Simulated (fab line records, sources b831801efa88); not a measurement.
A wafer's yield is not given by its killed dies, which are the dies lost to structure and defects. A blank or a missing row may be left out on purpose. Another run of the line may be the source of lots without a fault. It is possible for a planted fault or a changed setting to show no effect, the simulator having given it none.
Comparing a struck lot with a sound one :: flow sky130 :: 32 out of 708 route steps
Sound: the wafers L943.2, L943.5, L943.6. The struck wafers were L954.1, L954.4, L954.6. Last of all comes the cause.
Per side, at each step with rows, come the tool, then ch with its chambers, and then its first start. Under that, the readings that differ: sound wafers :: struck wafers :: difference of the means :: sigmas: that difference in standard deviations of wafers without a fault.
alike: readings whose means differ by less than 2 such deviations, and words and numbers that are the same on both sides. not compared: withheld readings, readings that some wafer has no value for, bounds like >300 that may hide the same value, and numbers for which the record gives no deviation and whose values overlap.
Wherever a step has rows on one side only, a row that says differs or no value, or a row with sigmas, the two part there. Non-overlapping numbers with no deviation appear without sigmas and do not part them. Lack of a reading on every wafer of one side parts them only where that side has two or more wafers.

SKY_PWDE_OVL_MEAS_07:
  sound on overlay-02, day 4 01:36; struck on overlay-02, day 6 15:24
  alike: PWDE_OVL
following that, these wafers have no rows for 1 step: SKY_PWDE_IMPLANT_08.
SKY_PWDE_STRIP_09: strips in O2/N2.
  sound on plasma asher-03 ch 0,1, day 4 01:47; struck on plasma asher-03 ch 1, day 6 15:35
  alike: drypump motor current A, oes product au, strip time to endpoint s
  not compared: rf hours counter h
SKY_PWDE_TW_MEAS_10:
  sound on film metro-03, day 4 01:53; struck on film metro-02, day 6 15:41
  alike: PWDE_TW
then, 7 steps without rows for these wafers: SKY_NWELL_DEHYDRATE_03 (time 60 s); SKY_NWELL_HMDS_04 (prime time 60 s); SKY_NWELL_COAT_05 (resist thk 3000 nm); SKY_NWELL_SOFTBAKE_06; SKY_NWELL_EXPOSE_07 (exposes mask NWM, target cd 840 nm); SKY_NWELL_PEB_08; SKY_NWELL_DEVELOP_09 (develop time 60 s).
SKY_NWELL_OVL_MEAS_10:
  sound on overlay-02, day 4 18:09; struck on overlay-02, day 7 10:41
  alike: NWELL_00_OVL
SKY_NWELL_IMPLANT_11:
  sound on implanter-02 ch 0, day 4 18:13; struck on implanter-02 ch 0, day 7 10:44
reading: beam energy keV
sound: 399.90 400.15 400.13
struck: 364.10 364.20 363.99
difference: -35.96
sigmas: -99 or more

reading: model.implant.rp nm (nm)
sound: 499.1 499.1 499.1
struck: 457.4 457.4 457.4
difference: -41.7
sigmas: 

reading: model.implant.drp nm (nm)
sound: 116.9 116.9 116.9
struck: 111 111 111
difference: -6
sigmas: 
  alike: faraday current uA
then, 2 steps without rows for these wafers: SKY_NWELL_IMPLANT_12; SKY_NWELL_IMPLANT_13.
SKY_NWELL_STRIP_14: strips in O2/N2.
  sound on plasma asher-03 ch 0,1, day 4 18:38; struck on plasma asher-02 ch 0,1, day 7 11:11
  alike: drypump motor current A, oes product au, strip time to endpoint s
  not compared: rf hours counter h
SKY_NWELL_TW_MEAS_15:
  sound on film metro-02, day 4 18:44; struck on film metro-02, day 7 11:17
  alike: NWELL_TW
then, 7 steps without rows for these wafers: SKY_NWELL_DEHYDRATE_16 (time 60 s); SKY_NWELL_HMDS_17 (prime time 60 s); SKY_NWELL_COAT_18 (resist thk 3000 nm); SKY_NWELL_SOFTBAKE_19; SKY_NWELL_EXPOSE_20 (exposes mask NWM COMPLEMENT, target cd 840 nm); SKY_NWELL_PEB_21; SKY_NWELL_DEVELOP_22 (develop time 60 s).
SKY_NWELL_OVL_MEAS_23:
  sound on overlay-02, day 5 12:36; struck on overlay-01, day 8 06:27
reading: NWELL_01_OVL (nm)
sound: -2.1 -0.2 -2.0
struck: 1.1 2.8 1.4
difference: +3.2
sigmas: +2
following that, these wafers have no rows for 1 step: SKY_NWELL_IMPLANT_24.
SKY_NWELL_STRIP_25: strips in O2/N2.
  sound on plasma asher-01 ch 0,1, day 5 12:47; struck on plasma asher-03 ch 0,1, day 8 06:38
  alike: drypump motor current A, oes product au, strip time to endpoint s
  not compared: rf hours counter h
SKY_NWELL_TW_MEAS_26:
  sound on film metro-03, day 5 12:53; struck on film metro-01, day 8 06:44
reading: NWELL_2_TW
sound: 500 505 506
struck: 486 489 488
difference: -16
sigmas: -2
then, 1 step without rows for these wafers: SKY_NWELL_CLEAN_27 (cleans in SC1/SC2, time 150 s).
SKY_NWELL_RTA_28: time 30 s.
  sound on rtp anneal-01 ch 0, day 5 13:01; struck on rtp anneal-02 ch 0, day 8 06:50
  alike: lamp power pct, wafer_temp_C_max
SKY_NWELL_RS_MEAS_29: measurement is done with a four-point probe.
  sound on film metro-01, day 5 13:07; struck on film metro-02, day 8 06:56
reading: NWELL_RS (ohm/sq)
sound: 626.4 624.8 625.8
struck: 637.1 637.2 639.1
difference: +12.1
sigmas: +9
-- the record jumps here: 41 days lie between the struck wafers' starts before and after (it left off in module NWELL and takes up again in module PAD_OPEN, whose first step shown is number 708 of the route) --
SKY_PAD_OPEN_PROBE_99:
  sound on prober-02, day 45 22:19; struck on prober-02, day 48 22:49
reading: model.etest.nfet_16v.r on ohm um
sound: 1.422e+04 1.41e+04 1.43e+04
struck: 1.375e+04 1.365e+04 1.38e+04
difference: -4.733e+02
sigmas: 

reading: model.etest.res nwell.line ohm um
sound: 1138 1128 1157
struck: 1382 1417 1404
difference: +260
sigmas: 

reading: model.etest.res nwell.rs ohm sq
sound: 973.9 959 971.7
struck: 1136 1164 1162
difference: +186
sigmas: 

reading: model.etest.tip_p_5v.rs ohm sq
sound: 2912 2881 2913
struck: 2942 2915 2926
difference: +26
sigmas: 

reading: model.etest.pfet_16v.drive ua um
sound: 241.5 242.8 238.6
struck: 233.7 233.8 234.1
difference: -7.1
sigmas: 

reading: model.etest.pfet_01v8_lvt.drive ua um
sound: 174.5 175 172.5
struck: 169.7 167.5 168.3
difference: -5.5
sigmas: 
  alike: killed_at_M0_to_M3, killed_at_M4_up, killed at contacts, killed at front end, killed at other, killed dies, killed open, killed short
  not compared: model.etest.pfet g5v0d10v5.r on ohm um, model.etest.pfet g5v0d10v5.drive ua um

## WHERE THEY PART
Last at SKY_NWELL_RS_MEAS_29 as far as this record goes, first at SKY_NWELL_IMPLANT_11. Later steps at which nothing parts them and some readings are alike: SKY_PAD_OPEN_PROBE_99.

WHY: what had been put in by the simulator
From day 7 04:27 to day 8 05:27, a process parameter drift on implanter-02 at SKY_NWELL_IMPLANT_11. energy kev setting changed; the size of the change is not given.
